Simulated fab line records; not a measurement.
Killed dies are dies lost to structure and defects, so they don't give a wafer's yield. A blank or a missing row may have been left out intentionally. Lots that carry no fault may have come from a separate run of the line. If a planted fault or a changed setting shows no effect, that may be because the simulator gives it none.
Problem report, 8D (eight disciplines) form, completed by code || flow gf180mcu || the parts of the form that need people (team, actions taken, sign-off) are left out

== 1. THE ISSUE ==
Mean SALICIDE_TIN_RS at GF_SALICIDE_RS_MEAS_04: 14.29 ohm/sq over 9 wafers in 3 lots; fault-free wafers: 16.48 ohm/sq, standard deviation 0.25. That is -8.7 standard deviations from the usual mean.
The step: measures by four-point-probe.
First observed at day 19 23:52: wafer L441.2, on film-metro-03. At this step, 39 wafers from 13 lots have a number in the record. By rule, "out" or "out of limits" means more than 4 standard deviations away from the usual mean. The other wafers with a number count as sound.

== 2. WHAT IT IS; WHAT IT IS NOT ==
{"question": "which readings at this step", "is": "SALICIDE_TIN_RS", "is not": "-"}
{"question": "which lots", "is": "L441, L442, L444", "is not": "L428, L430, L431, L432, L435, L438, L439, L440, L446, L450"}
{"question": "which wafers of those lots", "is": "all that have a number", "is not": "-"}
{"question": "read on which gauges", "is": "film-metro-02, film-metro-03, film-metro-04", "is not": "-"}
{"question": "when", "is": "from day 19 23:52", "is not": "up to then (24 sound wafers); but 6 sound wafers of L446, L450 came after"}

== 3. SUSPECTS, AND WHAT RULES EACH OUT ==
Counting: a tool at a process step up to the reading stays a suspect if it ran every lot that is out and no sound lot after the first of them.
- the gauge at GF_SALICIDE_RS_MEAS_04 has been ruled out. Those wafers that are out were read across 3 gauges (film-metro-02, film-metro-03, film-metro-04).
- pvd-sputter-02 at GF_SALICIDE_SPUTTER_02 (material Co, target thk 10 nm, time 20 s): kept. All lots that are out passed through it, beginning with L441 at day 19 23:47, and no sound lot followed; its final sound lot before that point was L439 at day 19 05:29.
- pvd-sputter-02 at GF_SALICIDE_SPUTTER_03 (material TiN, target thk 20 nm, time 16.7 s): kept. All lots that are out passed through it, beginning with L441 at day 19 23:49, and no sound lot followed; its final sound lot before that point was L439 at day 19 05:31.
After counting, pvd-sputter-02 at GF_SALICIDE_SPUTTER_02 and pvd-sputter-02 at GF_SALICIDE_SPUTTER_03 remain.

== 4. THE CAUSE (what the simulator had put in) ==
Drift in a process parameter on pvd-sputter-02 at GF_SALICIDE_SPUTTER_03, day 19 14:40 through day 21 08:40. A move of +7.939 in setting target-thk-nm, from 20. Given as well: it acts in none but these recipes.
After counting, 2 suspects remain, this tool included.

== 5. THE EFFECT CHAIN, in route order ==
Rows list readings where the struck wafers' mean (over those with a number) sits beyond 3 standard deviations from the usual. Only readings whose record carries a usual standard deviation are examined. hours: median over the lots of the time between each lot's start at the first step of this table that gives one and its start at this step. sigmas: the change, counted in usual standard deviations.
{"hours": 0, "step": "GF_SALICIDE_RS_MEAS_04", "reading": "SALICIDE_TIN_RS", "usual": "16.48 ohm/sq", "on struck wafers": 14.29, "change": -2.19, "sigmas": -8.7}
{"hours": 0, "step": "GF_SALICIDE_THK_MEAS_05", "reading": "SALICIDE_TIN_THK", "usual": "19.99 nm", "on struck wafers": 28.14, "change": "+8.15", "sigmas": "+34"}

== 6. WHAT WOULD HAVE CAUGHT IT SOONER ==
The first out-of-limits reading at a measuring or inspecting step in this record came at day 19 23:52, 9 hours after the fault's start at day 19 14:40.
Of the tool readings at GF_SALICIDE_SPUTTER_03 for which the record gives a usual standard deviation, none was out on any struck wafer, so an alarm limit of 4 standard deviations on them would not have fired.
Of the lots that are out (3), L442, L444 began GF_SALICIDE_SPUTTER_03 on pvd-sputter-02 after day 19 23:52. A hold on the tool at that time would have spared those 2.
